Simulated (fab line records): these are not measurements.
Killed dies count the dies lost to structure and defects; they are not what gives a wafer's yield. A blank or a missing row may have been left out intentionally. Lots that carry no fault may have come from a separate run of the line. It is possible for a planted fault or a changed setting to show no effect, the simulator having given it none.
fab line records | flow sky130
record: lots: 12 | wafers: 36 | last-day: 50
route steps=708 shown POLY_GATE@205 LDD_P@266 LDD_HVN@275 LDD_HVP@287 PAD_OPEN@708
lots that met no fault: taken from a fault-free run of the same line
start-h: hours from the record's first day to the start of the lot's first wafer shown | wait-h: hours since the lot's step before | " unchanged from the row above | L1.1+2: a row that stands for several wafers | - no value present, or no start provided | * or withheld: withheld | < > ~ a bound
route shown NAME@n: names a module that has steps shown in the file, with the first one's number in the route | usual: average and standard deviation across the fault-free wafers | same: alike in all rows | chamber/n: place in a boat | sites: per-site readings | _std_site: their standard deviation | _edge_site: inner sites' mean taken away from outer sites' mean | radius-mm: for every site, how far away it sits from the centre of the wafer | mask NAME#n: copy n | behind: the most recent tool/chamber to have shaped the wafer | hold: why the lot was held/for how many hours/how that ended | device: which transistor (n, p or np) failed to switch | end of line: at the end of the route, the tests of the same wafers | where a step has no rows: the recipe by itself | killed: not the wafer's yield, but the dies lost to structure and defects at the first sort | map: a wafer's dies, x killed, . not, _ none there
set.NAME: the setting that was run; set.NAME@STEP: the one run at that earlier step | model.NAME: the simulator's own value behind a step, which no gauge read
steps of the route over a sample of lots; a table a step, a row a wafer
services: the hour from which a tool's chamber was out of use, counted from the record's first day as start-h (under 0 if before that day), plus the number of hours and why
== steps ==
step: SKY_POLY_GATE_THK_MEAS_01
recipe: reads: poly-Si_of_POLY_GATE_CVD_00
usual: POLY_GATE_CVD_00_THK: 179.2/1.8
lot.wafer | tool          | chamber | start-h | wait-h | POLY_GATE_CVD_00_THK[nm]
L269.3    | film-metro-02 | -       | 306.49  | 0.0    | 179.0
L269.5    | "             | -       | "       | "      | 179.0
L269.6    | "             | -       | "       | "      | 180.0
L270.1    | film-metro-02 | -       | 321.18  | 0.0    | 181.6
L270.4    | "             | -       | "       | "      | 182.4
L270.6    | "             | -       | "       | "      | 183.3
L271.1    | film-metro-03 | -       | 360.37  | 0.0    | 175.7
L271.2    | "             | -       | "       | "      | 175.2
L271.6    | "             | -       | "       | "      | 175.1
L273.1    | film-metro-04 | -       | 360.41  | 0.0    | 181.3
L273.3    | "             | -       | "       | "      | 182.8
L273.6    | "             | -       | "       | "      | 182.2
L274.3    | film-metro-04 | -       | 364.83  | 0.0    | 178.9
L274.4    | "             | -       | "       | "      | 179.3
L274.5    | "             | -       | "       | "      | 177.5
L277.2    | film-metro-02 | -       | 371.16  | 0.0    | 180.7
L277.5    | "             | -       | "       | "      | 178.6
L277.6    | "             | -       | "       | "      | 181.5
L279.1    | film-metro-02 | -       | 387.56  | 0.0    | 179.0
L279.5    | "             | -       | "       | "      | 180.9
L279.6    | "             | -       | "       | "      | 179.3
L278.1    | film-metro-02 | -       | 393.30  | 0.0    | 180.9
L278.2    | "             | -       | "       | "      | 181.1
L278.4    | "             | -       | "       | "      | 181.0
L283.1    | film-metro-03 | -       | 421.09  | 0.0    | 178.2
L283.2    | "             | -       | "       | "      | 177.1
L283.4    | "             | -       | "       | "      | 178.0
L286.3    | film-metro-03 | -       | 451.75  | 0.0    | 177.4
L286.4    | "             | -       | "       | "      | 176.1
L286.5    | "             | -       | "       | "      | 178.9
L290.1    | film-metro-04 | -       | 483.25  | 0.0    | 178.9
L290.3    | "             | -       | "       | "      | 179.7
L290.5    | "             | -       | "       | "      | 178.9
L292.1    | film-metro-04 | -       | 502.26  | 0.0    | 179.2
L292.2    | "             | -       | "       | "      | 180.8
L292.5    | "             | -       | "       | "      | 179.5
step: SKY_LDD_P_TW_MEAS_11
usual: LDD_P_TW: 632/5.4
lot.wafer | tool          | chamber | start-h | wait-h | LDD_P_TW
L269.3    | film-metro-02 | -       | 423.62  | 0.1    | 625
L269.5    | "             | -       | "       | "      | 630
L269.6    | "             | -       | "       | "      | 628
L270.1    | film-metro-02 | -       | 436.75  | 0.1    | 634
L270.4    | "             | -       | "       | "      | 632
L270.6    | "             | -       | "       | "      | 635
L271.1    | film-metro-01 | -       | 485.70  | 0.1    | 625
L271.2    | "             | -       | "       | "      | 626
L271.6    | "             | -       | "       | "      | 621
L273.1    | film-metro-02 | -       | 486.69  | 0.1    | 632
L273.3    | "             | -       | "       | "      | 631
L273.6    | "             | -       | "       | "      | 630
L274.3    | film-metro-01 | -       | 495.97  | 0.1    | 621
L274.4    | "             | -       | "       | "      | 623
L274.5    | "             | -       | "       | "      | 623
L277.2    | film-metro-04 | -       | 499.86  | 0.1    | 638
L277.5    | "             | -       | "       | "      | 638
L277.6    | "             | -       | "       | "      | 642
L279.1    | film-metro-02 | -       | 513.58  | 0.1    | 627
L279.5    | "             | -       | "       | "      | 628
L279.6    | "             | -       | "       | "      | 629
L278.1    | film-metro-04 | -       | 520.99  | 0.1    | 642
L278.2    | "             | -       | "       | "      | 636
L278.4    | "             | -       | "       | "      | 641
L283.1    | film-metro-02 | -       | 546.70  | 0.1    | 634
L283.2    | "             | -       | "       | "      | 633
L283.4    | "             | -       | "       | "      | 630
L286.3    | film-metro-04 | -       | 576.20  | 0.1    | 635
L286.4    | "             | -       | "       | "      | 638
L286.5    | "             | -       | "       | "      | 633
L290.1    | film-metro-04 | -       | 606.40  | 0.1    | 639
L290.3    | "             | -       | "       | "      | 638
L290.5    | "             | -       | "       | "      | 638
L292.1    | film-metro-02 | -       | 624.78  | 0.1    | 635
L292.2    | "             | -       | "       | "      | 634
L292.5    | "             | -       | "       | "      | 636
step: SKY_LDD_HVN_IMPLANT_08
recipe: species: P | energy-kev: 60 | dose-cm2: 3e+13 | tilt-deg: 40
usual: beam-on-s: 10.02/0.21 | dose-ions-cm2: 3e+13/3.1e+10 | end-station-pressure-torr: 5.13e-06/2.5e-07 | faraday-current-uA: 169/3.4 | tilt-deg: 40.003/0.021
lot.wafer | tool         | chamber | start-h | wait-h | beam-on-s | dose-ions-cm2 | end-station-pressure-torr | faraday-current-uA | tilt-deg
L269.3    | implanter-02 | 0       | 456.05  | 1.0    | 9.53      | 2.998e+13     | 5.16e-06                  | 177                | 40.009
L269.5    | "            | 0       | "       | "      | 10.04     | 2.995e+13     | 5.07e-06                  | 168                | 40.022
L269.6    | "            | 0       | "       | "      | 9.93      | 2.998e+13     | 5.52e-06                  | 171                | 40.010
L270.1    | implanter-02 | 0       | 467.53  | 0.0    | 10.07     | 3.001e+13     | 5.1e-06                   | 168                | 39.995
L270.4    | "            | 0       | "       | "      | 10.13     | 3.001e+13     | 4.95e-06                  | 167                | 39.993
L270.6    | "            | 0       | "       | "      | 10.17     | 2.998e+13     | 5.38e-06                  | 166                | 39.978
L271.1    | implanter-04 | 0       | 515.91  | 0.0    | 10.04     | 2.998e+13     | 4.87e-06                  | 169                | 39.982
L271.2    | "            | 0       | "       | "      | 10.02     | 2.999e+13     | 5.38e-06                  | 170                | 40.002
L271.6    | "            | 0       | "       | "      | 9.87      | 3e+13         | 4.76e-06                  | 171                | 40.010
L273.1    | implanter-02 | 0       | 516.93  | 0.0    | 10.09     | 2.999e+13     | 4.78e-06                  | 167                | 40.011
L273.3    | "            | 0       | "       | "      | 10.03     | 2.997e+13     | 5.38e-06                  | 168                | 40.028
L273.6    | "            | 0       | "       | "      | 10.14     | 2.999e+13     | 5.23e-06                  | 167                | 40.012
L274.3    | implanter-04 | 0       | 526.48  | 0.1    | 10.06     | 2.999e+13     | 5.15e-06                  | 169                | 39.979
L274.4    | "            | 0       | "       | "      | 9.94      | 3.004e+13     | 5.01e-06                  | 170                | 39.961
L274.5    | "            | 0       | "       | "      | 10.31     | 3.006e+13     | 5.12e-06                  | 164                | 40.006
L277.2    | implanter-02 | 0       | 529.00  | 0.0    | 10.19     | 2.999e+13     | 5.12e-06                  | 166                | 39.989
L277.5    | "            | 0       | "       | "      | 9.91      | 3.006e+13     | 5.44e-06                  | 171                | 39.983
L277.6    | "            | 0       | "       | "      | 9.82      | 2.996e+13     | 4.95e-06                  | 171                | 39.997
L279.1    | implanter-02 | 0       | 543.78  | 0.0    | 10.29     | 2.998e+13     | 5.09e-06                  | 166                | 40.016
L279.5    | "            | 0       | "       | "      | 10.15     | 3.001e+13     | 4.99e-06                  | 167                | 40.001
L279.6    | "            | 0       | "       | "      | 10.15     | 2.996e+13     | 5.12e-06                  | 167                | 40.006
L278.1    | implanter-02 | 0       | 551.09  | 0.0    | 12.22     | 3.0826e+14    | 6.1e-06                   | 1420               | 39.992
L278.2    | "            | 0       | "       | "      | 11.96     | 3.0821e+14    | 5.97e-06                  | 1449               | 40.000
L278.4    | "            | 0       | "       | "      | 12.59     | 3.0826e+14    | 6.23e-06                  | 1379               | 40.027
L283.1    | implanter-02 | 0       | 575.87  | 0.0    | 12.45     | 3.0821e+14    | 6.68e-06                  | 1398               | 39.981
L283.2    | "            | 0       | "       | "      | 12.17     | 3.0818e+14    | 6.14e-06                  | 1431               | 40.004
L283.4    | "            | 0       | "       | "      | 12.75     | 3.0825e+14    | 6.3e-06                   | 1360               | 40.016
L286.3    | implanter-03 | 0       | 604.66  | 0.1    | 10.16     | 2.999e+13     | 4.62e-06                  | 166                | 39.983
L286.4    | "            | 0       | "       | "      | 10.12     | 2.995e+13     | 4.94e-06                  | 168                | 39.964
L286.5    | "            | 0       | "       | "      | 9.84      | 2.997e+13     | 5.5e-06                   | 172                | 39.990
L290.1    | implanter-02 | 0       | 635.26  | 0.0    | 10.20     | 2.995e+13     | 4.91e-06                  | 166                | 40.008
L290.3    | "            | 0       | "       | "      | 10.03     | 2.995e+13     | 5.5e-06                   | 169                | 40.011
L290.5    | "            | 0       | "       | "      | 10.27     | 2.999e+13     | 5.73e-06                  | 165                | 40.001
L292.1    | implanter-04 | 0       | 653.93  | 0.0    | 9.43      | 3.003e+13     | 5.42e-06                  | 179                | 39.986
L292.2    | "            | 0       | "       | "      | 10.05     | 2.999e+13     | 5.03e-06                  | 168                | 39.979
L292.5    | "            | 0       | "       | "      | 9.57      | 3e+13         | 5.22e-06                  | 177                | 39.997
step: SKY_LDD_HVN_TW_MEAS_10
usual: LDD_HVN_TW: 1435/9.4
lot.wafer | tool          | chamber | start-h | wait-h | hold                     | LDD_HVN_TW
L269.3    | film-metro-04 | -       | 456.27  | 0.1    | -                        | 1445
L269.5    | "             | -       | "       | "      | -                        | 1446
L269.6    | "             | -       | "       | "      | -                        | 1440
L270.1    | film-metro-03 | -       | 467.78  | 0.1    | -                        | 1455
L270.4    | "             | -       | "       | "      | -                        | 1439
L270.6    | "             | -       | "       | "      | -                        | 1445
L271.1    | film-metro-03 | -       | 516.16  | 0.1    | -                        | 1443
L271.2    | "             | -       | "       | "      | -                        | 1438
L271.6    | "             | -       | "       | "      | -                        | 1434
L273.1    | film-metro-02 | -       | 517.18  | 0.1    | -                        | 1425
L273.3    | "             | -       | "       | "      | -                        | 1420
L273.6    | "             | -       | "       | "      | -                        | 1428
L274.3    | film-metro-02 | -       | 526.70  | 0.1    | -                        | 1416
L274.4    | "             | -       | "       | "      | -                        | 1429
L274.5    | "             | -       | "       | "      | -                        | 1427
L277.2    | film-metro-03 | -       | 529.23  | 0.1    | -                        | 1447
L277.5    | "             | -       | "       | "      | -                        | 1436
L277.6    | "             | -       | "       | "      | -                        | 1446
L279.1    | film-metro-03 | -       | 544.03  | 0.1    | -                        | 1433
L279.5    | "             | -       | "       | "      | -                        | 1437
L279.6    | "             | -       | "       | "      | -                        | 1439
L278.1    | film-metro-02 | -       | 551.34  | 0.1    | await-dispo/0.2h/release | 2910
L278.2    | "             | -       | "       | "      | await-dispo/0.2h/release | 2909
L278.4    | "             | -       | "       | "      | await-dispo/0.2h/release | 2912
L278.1    | film-metro-02 | -       | 551.56  | 0.2    | -                        | 2908
L278.2    | "             | -       | "       | "      | -                        | 2916
L278.4    | "             | -       | "       | "      | -                        | 2896
L283.1    | film-metro-02 | -       | 576.12  | 0.1    | await-dispo/0.2h/release | 2888
L283.2    | "             | -       | "       | "      | await-dispo/0.2h/release | 2908
L283.4    | "             | -       | "       | "      | await-dispo/0.2h/release | 2897
L283.1    | film-metro-02 | -       | 576.35  | 0.2    | -                        | 2888
L283.2    | "             | -       | "       | "      | -                        | 2904
L283.4    | "             | -       | "       | "      | -                        | 2886
L286.3    | film-metro-02 | -       | 604.88  | 0.1    | -                        | 1423
L286.4    | "             | -       | "       | "      | -                        | 1418
L286.5    | "             | -       | "       | "      | -                        | 1414
L290.1    | film-metro-02 | -       | 635.51  | 0.1    | -                        | 1417
L290.3    | "             | -       | "       | "      | -                        | 1425
L290.5    | "             | -       | "       | "      | -                        | 1424
L292.1    | film-metro-04 | -       | 654.18  | 0.1    | -                        | 1436
L292.2    | "             | -       | "       | "      | -                        | 1436
L292.5    | "             | -       | "       | "      | -                        | 1448
step: SKY_LDD_HVP_STRIP_09
recipe: chemistry: O2/N2 | power-w: 1400 | pressure-mtorr: 1500 | platen-temp-c: withheld | o2-flow-sccm: 3000 | n2-flow-sccm: 300 | overash-fraction: 0.5
usual: drypump-motor-current-A: 5.8/0.48 | oes-product-au: 0.408/0.0046 | strip-time-to-endpoint-s: 4.118/0.015
lot.wafer | tool            | chamber | start-h | wait-h | drypump-motor-current-A | oes-product-au | rf-hours-counter-h | strip-time-to-endpoint-s
L269.3    | plasma-asher-04 | 0       | 486.11  | 0.1    | 6.0                     | 0.404          | -                  | 4.091
L269.5    | "               | 1       | "       | "      | 6.0                     | 0.412          | -                  | 4.075
L269.6    | "               | 0       | "       | "      | 6.0                     | 0.406          | -                  | 4.097
L270.1    | plasma-asher-03 | 0       | 497.83  | 0.1    | 6.5                     | 0.409          | 34                 | 4.094
L270.4    | "               | 1       | "       | "      | 5.9                     | 0.409          | -                  | 4.104
L270.6    | "               | 1       | "       | "      | 5.9                     | 0.409          | -                  | 4.102
L271.1    | plasma-asher-04 | 0       | 546.13  | 0.1    | 6.0                     | 0.401          | 86                 | 4.103
L271.2    | "               | 1       | "       | "      | 6.0                     | 0.414          | 86                 | 4.116
L271.6    | "               | 0       | "       | "      | 6.0                     | 0.409          | -                  | 4.121
L273.1    | plasma-asher-04 | 1       | 547.43  | 0.1    | 6.0                     | 0.413          | 86                 | 4.112
L273.3    | "               | 0       | "       | "      | 6.0                     | 0.399          | -                  | 4.123
L273.6    | "               | 1       | "       | "      | 6.0                     | 0.401          | -                  | 4.117
L274.3    | plasma-asher-02 | 1       | 557.01  | 0.1    | 5.1                     | 0.412          | -                  | 4.118
L274.4    | "               | 0       | "       | "      | 5.2                     | 0.408          | -                  | 4.133
L274.5    | "               | 1       | "       | "      | 5.1                     | 0.403          | -                  | 4.104
L277.2    | plasma-asher-02 | 0       | 558.36  | 0.1    | 5.2                     | 0.399          | 13                 | 4.118
L277.5    | "               | 1       | "       | "      | 5.1                     | 0.406          | -                  | 4.122
L277.6    | "               | 0       | "       | "      | 5.2                     | 0.405          | -                  | 4.128
L279.1    | plasma-asher-02 | 0       | 574.08  | 0.1    | 5.2                     | 0.404          | 14                 | 4.115
L279.5    | "               | 1       | "       | "      | 5.1                     | 0.404          | -                  | 4.142
L279.6    | "               | 0       | "       | "      | 5.2                     | 0.401          | -                  | 4.129
L286.3    | plasma-asher-03 | 0       | 633.89  | 0.1    | 6.5                     | 0.412          | -                  | 4.118
L286.4    | "               | 1       | "       | "      | 5.8                     | 0.407          | -                  | 4.116
L286.5    | "               | 1       | "       | "      | 5.8                     | 0.398          | -                  | 4.112
L290.1    | plasma-asher-03 | 1       | 664.78  | 0.1    | 5.9                     | 0.407          | 51                 | 4.117
L290.3    | "               | 0       | "       | "      | 6.5                     | 0.403          | -                  | 4.114
L290.5    | "               | 1       | "       | "      | 5.8                     | 0.411          | -                  | 4.126
L292.1    | plasma-asher-03 | 0       | 681.56  | 0.1    | 6.5                     | 0.415          | 53                 | 4.135
L292.2    | "               | 1       | "       | "      | 5.8                     | 0.413          | 53                 | 4.110
L292.5    | "               | 0       | "       | "      | 6.5                     | 0.407          | -                  | 4.126
step: SKY_PAD_OPEN_PROBE_99
usual: defect-limited-yield: 82.7/2 | killed_at_M0_to_M3: 43/7.4 | killed_at_M4_up: 3.5/2.1 | killed-at-contacts: 24/5.4 | killed-at-front-end: 15/4.7 | killed-at-other: 0.2/0.44 | killed-dies: 85/10 | killed-open: 47/7.1 | killed-short: 38/7 | sort_bin_3_pad_short: 0.9/0.41 | sort_bin_5_function: 10.4/1.6 | sort_bin_6_memory: 6.1/1.1 | sort-n-pass: 407/10 | sort-yield-pct: 82.7/2
same: gross-dies: 492 | killed-at-back-side: 0 | sort_bin_4_leakage[%]: 0 | sort_bin_8_speed[%]: 0
lot.wafer | tool      | chamber | start-h | wait-h | defect-limited-yield[%] | killed_at_M0_to_M3 | killed_at_M4_up | killed-at-contacts | killed-at-front-end | killed-at-other | killed-dies | killed-open | killed-short | sort_bin_3_pad_short[%] | sort_bin_5_function[%] | sort_bin_6_memory[%] | sort-n-pass | sort-yield-pct[%]
L274.3    | prober-02 | -       | 1121.81 | 0.2    | 79.7                    | 52                 | 3               | 35                 | 9                   | 1               | 100         | 60          | 40           | 1.8                     | 13.0                   | 5.5                  | 392         | 79.7
L274.4    | prober-02 | -       | 1121.86 | 0.2    | 83.1                    | 35                 | 5               | 25                 | 18                  | 0               | 83          | 56          | 27           | 0.8                     | 9.3                    | 6.7                  | 409         | 83.1
L274.5    | prober-02 | -       | 1121.91 | 0.2    | 83.1                    | 35                 | 1               | 30                 | 17                  | 0               | 83          | 42          | 41           | 1.0                     | 10.0                   | 5.9                  | 409         | 83.1
L277.2    | prober-01 | -       | 1124.80 | 0.1    | 82.7                    | 37                 | 2               | 24                 | 21                  | 1               | 85          | 50          | 35           | 0.6                     | 10.4                   | 6.3                  | 407         | 82.7
L277.5    | prober-01 | -       | 1124.95 | 0.2    | 80.7                    | 56                 | 3               | 27                 | 9                   | 0               | 95          | 55          | 40           | 0.4                     | 11.2                   | 7.7                  | 397         | 80.7
L277.6    | prober-01 | -       | 1125.00 | 0.2    | 81.1                    | 40                 | 2               | 31                 | 19                  | 1               | 93          | 52          | 41           | 0.6                     | 12.4                   | 5.9                  | 399         | 81.1
L292.1    | prober-01 | -       | 1194.77 | 0.1    | 84.1                    | 31                 | 0               | 30                 | 17                  | 0               | 78          | 47          | 31           | 1.0                     | 9.6                    | 5.3                  | 414         | 84.1
L292.2    | prober-01 | -       | 1194.82 | 0.1    | 83.7                    | 39                 | 0               | 27                 | 14                  | 0               | 80          | 52          | 28           | 0.6                     | 10.6                   | 5.1                  | 412         | 83.7
L292.5    | prober-01 | -       | 1194.97 | 0.2    | 86.8                    | 32                 | 0               | 20                 | 13                  | 0               | 65          | 43          | 22           | 0.4                     | 8.5                    | 4.3                  | 427         | 86.8
killed by level:class
L274.3 VIA1:geometric-particle:open=19 CONTACT:geometric-particle:open=12 LI_CONTACT:geometric-particle:open=9 VIA2:geometric-particle:open=8 LI_CONTACT:geometric-particle:short=6 VIA3:geometric-particle:open=6 METAL1:geometric-particle:short=5 CONTACT:geometric-particle:short=4
L274.4 VIA2:geometric-particle:open=10 LI_CONTACT:geometric-particle:open=9 CONTACT:geometric-particle:open=9 VIA1:geometric-particle:open=9 FIELD_ISO:geometric-particle:open=6 VIA3:geometric-particle:open=5 FIELD_ISO:geometric-particle:short=4 POLY_GATE:geometric-particle:open=3
L274.5 LI_CONTACT:geometric-particle:open=10 VIA1:geometric-particle:open=10 CONTACT:geometric-particle:short=7 LOCAL_INTERCONNECT:geometric-particle:short=6 VIA2:geometric-particle:open=6 FIELD_ISO:geometric-particle:short=4 CONTACT:geometric-particle:open=4 METAL2:geometric-particle:short=4
L277.2 CONTACT:geometric-particle:open=14 VIA2:geometric-particle:open=7 POLY_GATE:geometric-particle:open=6 LI_CONTACT:geometric-particle:open=6 VIA1:geometric-particle:short=6 POLY_GATE:geometric-particle:short=5 VIA1:geometric-particle:open=5 VIA3:geometric-particle:open=5
L277.5 LOCAL_INTERCONNECT:geometric-particle:short=10 VIA3:geometric-particle:open=10 VIA2:geometric-particle:open=9 CONTACT:geometric-particle:open=8 METAL1:geometric-particle:short=8 VIA1:geometric-particle:open=8 METAL2:geometric-particle:short=6 VIA1:geometric-particle:short=4
L277.6 LI_CONTACT:geometric-particle:open=10 VIA1:geometric-particle:open=10 FIELD_ISO:geometric-particle:short=7 CONTACT:geometric-particle:open=7 METAL2:geometric-particle:short=7 VIA2:geometric-particle:open=5 POLY_GATE:geometric-particle:short=4 LOCAL_INTERCONNECT:geometric-particle:open=4
L292.1 CONTACT:geometric-particle:open=11 VIA1:geometric-particle:open=8 FIELD_ISO:geometric-particle:short=7 VIA2:geometric-particle:open=7 LI_CONTACT:geometric-particle:open=6 LOCAL_INTERCONNECT:geometric-particle:short=6 FIELD_ISO:geometric-particle:open=4 CONTACT:geometric-particle:short=4
L292.2 VIA1:geometric-particle:open=11 CONTACT:geometric-particle:open=9 LI_CONTACT:geometric-particle:open=9 VIA2:geometric-particle:open=7 POLY_GATE:geometric-particle:short=5 FIELD_ISO:geometric-particle:open=4 METAL2:geometric-particle:short=4 VIA3:geometric-particle:open=4
L292.5 VIA2:geometric-particle:open=9 VIA1:geometric-particle:open=8 LI_CONTACT:geometric-particle:open=6 CONTACT:geometric-particle:open=5 VIA3:geometric-particle:open=4 FIELD_ISO:geometric-particle:short=3 FIELD_ISO:geometric-particle:open=3 POLY_GATE:geometric-particle:open=3
== services ==
tool            | chamber | start-h | hours | kind
implanter-02    | -       | 446.55  | 9.4   | repair
implanter-03    | -       | 456.17  | 4.3   | pm
implanter-02    | -       | 513.62  | 1.8   | repair
implanter-03    | -       | 514.08  | 18.9  | pm
plasma-asher-04 | -       | 547.84  | 2.8   | pm
implanter-04    | -       | 549.18  | 3.7   | pm
plasma-asher-04 | -       | 605.25  | 3.5   | repair
implanter-03    | -       | 607.63  | 0.6   | repair
implanter-04    | -       | 613.98  | 4.0   | repair
implanter-03    | -       | 614.14  | 1.8   | repair
implanter-02    | -       | 618.23  | 4.0   | repair
implanter-04    | -       | 625.01  | 1.0   | repair
plasma-asher-04 | -       | 639.74  | 12.4  | repair
== key ==
first-sign: step: SKY_LDD_HVN_IMPLANT_08 | reading: dose-ions-cm2 | direction: up | sigmas: 99+ | usual: * | struck: *
effect: step: SKY_LDD_HVN_IMPLANT_08 | reading: faraday-current-uA | direction: up | sigmas: 99+ | usual: 169 | struck: 1406
effect: step: SKY_LDD_HVN_TW_MEAS_10 | reading: visit | direction: added
effect: step: SKY_LDD_HVN_TW_MEAS_10 | reading: LDD_HVN_TW | direction: up | sigmas: 99+ | usual: 1435 | struck: 2904
met-at SKY_LDD_HVN_IMPLANT_08
struck-lots L278,L283
scrapped-behind SKY_LDD_HVN_TW_MEAS_10 L278.1,L278.2,L278.4,L283.1,L283.2,L283.4
not-acting-at SKY_POLY_GATE_THK_MEAS_01,SKY_LDD_P_TW_MEAS_11,SKY_LDD_HVP_STRIP_09
onset-between 543.78 551.09
fault: kind: process-parameter-drift | tool: implanter-02 | chamber: - | onset-h: 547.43 | steps: SKY_LDD_HVN_IMPLANT_08 | channel: dose-cm2 | offset: * | shape: step | end-h: 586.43 | acts-in: * | stated: *
